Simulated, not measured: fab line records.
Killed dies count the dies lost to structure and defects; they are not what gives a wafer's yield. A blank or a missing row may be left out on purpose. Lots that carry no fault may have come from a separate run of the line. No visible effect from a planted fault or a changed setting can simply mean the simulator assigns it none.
Which tool was responsible? ; flow gf180mcu ; Sampling: 6 lots, 18 wafers, 2 of 602 route steps

## WHAT THE GAUGES SHOWED, per wafer
GF_STI_THK_MEAS_04.
lot;measured;on;STI_CVD_03_THK (nm)
L871;day 1 23:34;filmMetro-01;209.0 208.3 209.4
L874;day 2 17:47;filmMetro-01;209.9 210.9 210.2
L877;day 3 06:44;filmMetro-02;206.4 206.1 205.1
L880;day 3 21:32;filmMetro-04;204.4 205.1 205.5
L883;day 4 11:34;filmMetro-04;163.6 164.6 166.2
L892;day 6 08:49;filmMetro-04;205.0 204.5 205.9

## WHAT TOOL EACH LOT RAN ON (gives the tool, then ch and the chambers of the sampled wafers, and finally the start)
lot;GF_STI_CVD_03
L871;lpcvd-02 ch 0, day 1 21:34
L874;lpcvd-02 ch 0, day 2 15:46
L877;lpcvd-02 ch 1, day 3 04:44
L880;lpcvd-01 ch 0, day 3 19:32
L883;lpcvd-01 ch 1, day 4 09:34
L892;lpcvd-02 ch 1, day 6 06:48
- GF_STI_CVD_03: deposits Si3N4 from DCS/NH3, target thk 207.16 nm, time 3551 s.

## THE ANSWER, worked out from the rows above alone
Rule: the lots themselves supply what counts as usual. The widest of any qualifying gaps counts: lots, ordered by their means at a reading, are off when they make up no more than a third of the lots, leave a main group of 4 or more, and stand apart from it by 3 or more times the standard deviation of that group's means. The tables above print the reading to a certain number of digits; a main group whose means all agree to those digits is not used. A lot without any number at a reading at which 4 lots or more have one is off too. All remaining lots with rows at the step are treated as sound.
Off: L883, seen at GF_STI_THK_MEAS_04 (STI_CVD_03_THK). The main group has a mean of 207.0 nm with a standard deviation of 2.2.
If a tool, at a process step before that reading, ran all the lots that are off and no sound lot after the first of them, it fits. The gauges at GF_STI_THK_MEAS_04 are tried like those tools. One candidate fits, namely lpcvd-01 at GF_STI_CVD_03. A fault onset in the window from L880 (day 3 19:32, its last sound lot) to L883 (day 4 09:34, its first lot off) fits.

## WHAT THE SIMULATOR PUT IN
lpcvd-01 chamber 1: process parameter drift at GF_STI_CVD_03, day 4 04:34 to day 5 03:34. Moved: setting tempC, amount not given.
Struck lots among those shown: L883. Same finding as the rule above.
